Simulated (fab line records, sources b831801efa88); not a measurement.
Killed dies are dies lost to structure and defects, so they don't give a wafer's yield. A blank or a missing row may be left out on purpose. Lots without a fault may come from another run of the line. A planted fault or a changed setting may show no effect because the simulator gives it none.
One fault seen from 2 desks | flow sky130 | each desk has only its own numbers; what lay behind them comes last

THE METROLOGY DESK
What the gauges read, lot by lot, whatever tool the lot ran on: means of the sampled wafers that have a number. A lot is out of limits, marked OUT, if its mean lies more than 4 standard deviations from the usual mean; the brackets give that distance.
Columns: A = CONTACT_W_RS at SKY_CONTACT_RS_MEAS_25, usual 0.342 ohm/sq; B = CONTACT_W_THK at SKY_CONTACT_THK_MEAS_26, usual 341 nm; C = METAL1_ALCU_RS at SKY_METAL1_RS_MEAS_05, usual 0.1268 ohm/sq; D = METAL1_ALCU_THK at SKY_METAL1_THK_MEAS_06, usual 251.7 nm; E = cd_nm at SKY_METAL1_CD_MEAS_15, usual 140.2 nm; F = METAL1_OVL at SKY_METAL1_OVL_MEAS_16, usual -1 nm
lot  | first seen here | A     | B   | C      | D     | E     | F
L642 | day 32 04:23    | 0.344 | 339 | 0.1278 | 248.3 | 139.4 | -4
L647 | day 34 05:23    | 0.346 | 340 | 0.1266 | 253.9 | 141.6 | 5
L649 | day 34 16:25    | 0.346 | 342 | 0.1266 | 249.3 | 138.5 | -0
L648 | day 34 23:30    | 0.344 | 336 | 0.1266 | 249.3 | 139.8 | 4
L658 | day 37 14:53    | 0.341 | 344 | 0.1261 | 254.2 | 140.0 | -6
L661 | day 38 18:14    | 0.334 | 350 | 0.1256 | 253.3 | 140.0 | -4
This desk's finding: nothing out of limits on any of the 6 lots.

THE TOOL OWNER'S DESK: pvd_sputter-04
The tool's own readings at SKY_METAL1_SPUTTER_04 (material TiN, target thk 70 nm, time 58.3 s): means of the sampled wafers that have a number, for each lot that ran on this tool. A lot is out of limits, marked OUT, if its mean lies more than 4 standard deviations from the usual mean; the brackets give that distance.
Columns: A = throttle_valve_pct at SKY_METAL1_SPUTTER_04, usual 29.6 %
lot  | first seen here | A
L642 | day 32 04:57    | 30.6
L647 | day 34 05:56    | 30.6
L649 | day 34 16:57    | 30.1
L648 | day 35 00:04    | 30.3
This desk's finding: nothing out of limits on any of the 4 lots.

PUT TOGETHER
The metrology desk saw nothing out of limits.
The tool owner's desk saw nothing out of limits.

WHAT THE SIMULATOR HAD PUT IN
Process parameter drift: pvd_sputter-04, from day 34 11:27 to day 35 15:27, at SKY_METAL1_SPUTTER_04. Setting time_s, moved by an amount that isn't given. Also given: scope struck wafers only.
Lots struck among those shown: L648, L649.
